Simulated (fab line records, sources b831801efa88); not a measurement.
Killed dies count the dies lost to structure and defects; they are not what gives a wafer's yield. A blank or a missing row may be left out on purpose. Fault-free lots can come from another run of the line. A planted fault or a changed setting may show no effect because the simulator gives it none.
A single fault, viewed from 2 desks :: flow sky130 :: every desk sees just its own numbers, and what lay behind them comes last

AT THE TOOL OWNER'S DESK: implanter-01
SKY_VT_ADJUST_NCORE_IMPLANT_09, tool's own readings: per-lot mean of the sampled wafers with a number, covering each lot this tool ran. The brackets show how far a lot's mean lies from the usual mean; more than 4 standard deviations puts the lot out of limits, marked OUT.
Columns: A = dose-ions-cm2 at SKY_VT_ADJUST_NCORE_IMPLANT_09, usual 2.3997e+12; B = faraday-current-uA at SKY_VT_ADJUST_NCORE_IMPLANT_09, usual 13.56
lot: L804
first seen here: day 8 15:22
A: 2.3986e+12
B: 13.45

lot: L808
first seen here: day 9 14:46
A: 2.4003e+12
B: 13.32

lot: L811
first seen here: day 11 07:01
A: 2.7786e+12 (+99 or more) OUT
B: 15.65 (+8.4) OUT

lot: L812
first seen here: day 11 07:39
A: 2.7782e+12 (+99 or more) OUT
B: 15.52 (+7.9) OUT

lot: L826
first seen here: day 14 12:16
A: 2.3991e+12
B: 13.43
This desk's finding: out of limits on L811, L812; first on L811, day 11 07:01 (dose-ions-cm2 at SKY_VT_ADJUST_NCORE_IMPLANT_09). Within limits: L804, L808, L826.

AT THE METROLOGY DESK
Means of the sampled wafers that have a number, per lot and without regard to the tool the lot ran on: this is what the gauges read. The brackets show how far a lot's mean lies from the usual mean; more than 4 standard deviations puts the lot out of limits, marked OUT.
Columns: A = FIELD_ISO_CVD_24_THK at SKY_FIELD_ISO_THK_MEAS_25, usual 594 nm; B = VT_ADJUST_NCORE_TW at SKY_VT_ADJUST_NCORE_TW_MEAS_11, usual 219.9; C = cd-nm at SKY_SONOS_ONO_CD_MEAS_13, usual 409.9 nm
lot: L804
first seen here: day 2 11:03
A: 592
B: 219.6
C: 410.2

lot: L806
first seen here: day 2 19:32
A: 599
B: 220.0
C: 406.5

lot: L808
first seen here: day 3 05:13
A: 594
B: 220.4
C: 410.9

lot: L811
first seen here: day 4 08:47
A: 594
B: 227.7 (+8.7) OUT
C: 409.5

lot: L812
first seen here: day 4 09:02
A: 602
B: 228.6 (+9.7) OUT
C: 406.6

lot: L818
first seen here: day 5 14:25
A: 586
B: 220.7
C: 411.8

lot: L821
first seen here: day 6 04:19
A: 593
B: 219.2
C: 409.6

lot: L822
first seen here: day 6 04:19
A: 590
B: 219.9
C: 410.6

lot: L823
first seen here: day 6 08:55
A: 586
B: 219.9
C: 407.4

lot: L824
first seen here: day 6 17:29
A: 596
B: 219.8
C: 408.8

lot: L825
first seen here: day 6 20:23
A: 596
B: 220.9
C: 411.9

lot: L826
first seen here: day 7 03:45
A: 583
B: 219.5
C: 409.6
Per this desk, out of limits: L811, L812; the first was L811, day 11 07:16 (VT_ADJUST_NCORE_TW at SKY_VT_ADJUST_NCORE_TW_MEAS_11). Within limits: L804, L806, L808, L818, L821, L822, L823, L824, L825, L826.

TAKEN TOGETHER
The tool owner's desk could have raised an alarm at day 11 07:01, on L811, L812.
At day 11 07:16 the metrology desk could have sounded an alarm, on L811, L812.
On implanter-01, each named lot ran SKY_VT_ADJUST_NCORE_IMPLANT_09.

WHAT THE SIMULATOR HAD PUT IN
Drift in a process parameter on implanter-01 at SKY_VT_ADJUST_NCORE_IMPLANT_09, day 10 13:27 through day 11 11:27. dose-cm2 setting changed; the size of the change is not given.
Struck lots among those shown: L811, L812.
Time in hours from fault onset to the first out-of-limits reading at each desk: tool owner's desk 18, metrology desk 18.
